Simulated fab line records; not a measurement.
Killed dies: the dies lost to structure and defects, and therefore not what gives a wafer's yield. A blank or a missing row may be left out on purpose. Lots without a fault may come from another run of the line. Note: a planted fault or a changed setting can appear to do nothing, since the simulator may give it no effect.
Problem report in the 8D (eight disciplines) form, filled by code :: flow gf180mcu :: the parts of the form that need people (team, actions taken, sign-off) are left out

## 1. THE PROBLEM
Across 2 wafers from 2 lots, M3_ALCU_RS at GF_M3_RS_MEAS_05 averages 0.0933 ohm/sq, while fault-free wafers read 0.0695 ohm/sq with a standard deviation of 0.00058. Measured from the usual mean, that is +41 standard deviations.
The step: measures by four-point-probe.
Seen first at day 24 17:55 on film metro-03, wafer L260.5. The record holds 33 wafers of 11 lots with a number at this step. By rule, "out" or "out of limits" means more than 4 standard deviations away from the usual mean. The other wafers with a number count as sound.

## 2. WHAT IT IS AND WHAT IT IS NOT
question: which readings at this step
is: M3_ALCU_RS
is not: -

question: which lots
is: L260, L261
is not: L248, L250, L251, L254, L255, L262, L263, L270, L271

question: which wafers of those lots
is: L260.5, L261.6
is not: L260.4, L260.6, L261.1, L261.5

question: read on which gauges
is: film metro-01, film metro-03
is not: film metro-02

question: when
is: from day 24 17:55
is not: up to then (17 sound wafers); but 14 sound wafers of L261, L262, L263, L270, L271 came after

## 3. SUSPECTS, AND WHAT RULES EACH OUT
Counting: a tool at a process step up to the reading stays a suspect if it ran every lot that is out. Sound lots after the first of them don't rule it out here, since some wafers of a struck lot are sound.
- the gauge at GF_M3_RS_MEAS_05: ruled out. Those wafers that are out were read across 2 gauges (film metro-01, film metro-03).
- pvd sputter-02 at GF_M3_SPUTTER_01 (material TiN, target thk 30 nm, time 25 s): kept. It processed each lot that is out (first: L260, day 24 17:46); up to then, its last sound lot is L255 (day 22 23:16).
- pvd sputter-02 at GF_M3_SPUTTER_02 (material AlCu, target thk 450 nm, time 23.9 s): kept. It processed each lot that is out (first: L260, day 24 17:47); up to then, its last sound lot is L255 (day 22 23:17).
Remaining after the count are pvd sputter-02 at GF_M3_SPUTTER_01 and pvd sputter-02 at GF_M3_SPUTTER_02.

## 4. THE CAUSE (what the simulator had put in)
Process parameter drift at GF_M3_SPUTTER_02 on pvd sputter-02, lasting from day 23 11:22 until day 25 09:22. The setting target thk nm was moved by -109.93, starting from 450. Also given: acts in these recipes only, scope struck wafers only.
Of the 2 suspects that counting leaves, this tool is one.

## 5. THE EFFECT CHAIN, in route order
Each row: a reading whose mean over the struck wafers that have a number lies more than 3 standard deviations from the usual. Readings are gone through only where the record gives a usual standard deviation; hours: the median, over the lots, of the time from a lot's start at the first step in this table giving one to that lot's start at this step; sigmas: the change measured in usual standard deviations.
hours: 0
step: GF_M3_RS_MEAS_05
reading: M3_ALCU_RS
usual: 0.0695 ohm/sq
on struck wafers: 0.0933
change: +0.0238
sigmas: +41

hours: 7
step: GF_M3_THK_MEAS_06
reading: M3_ALCU_THK
usual: 452 nm
on struck wafers: 338
change: -114
sigmas: -27

## 6. HOW IT WOULD HAVE BEEN CAUGHT EARLIER
31 hours passed between the start of the fault at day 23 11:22 and the first reading out of limits at a measuring or inspecting step in this record, taken at day 24 17:55.
Tool readings at GF_M3_SPUTTER_02 with a usual standard deviation given in the record: none out on any struck wafer, hence no alarm at a limit of 4 standard deviations on them.
Of the lots that are out (2), L261 began GF_M3_SPUTTER_02 on pvd sputter-02 after day 24 17:55. Had the tool been put on hold then, it would have been spared.
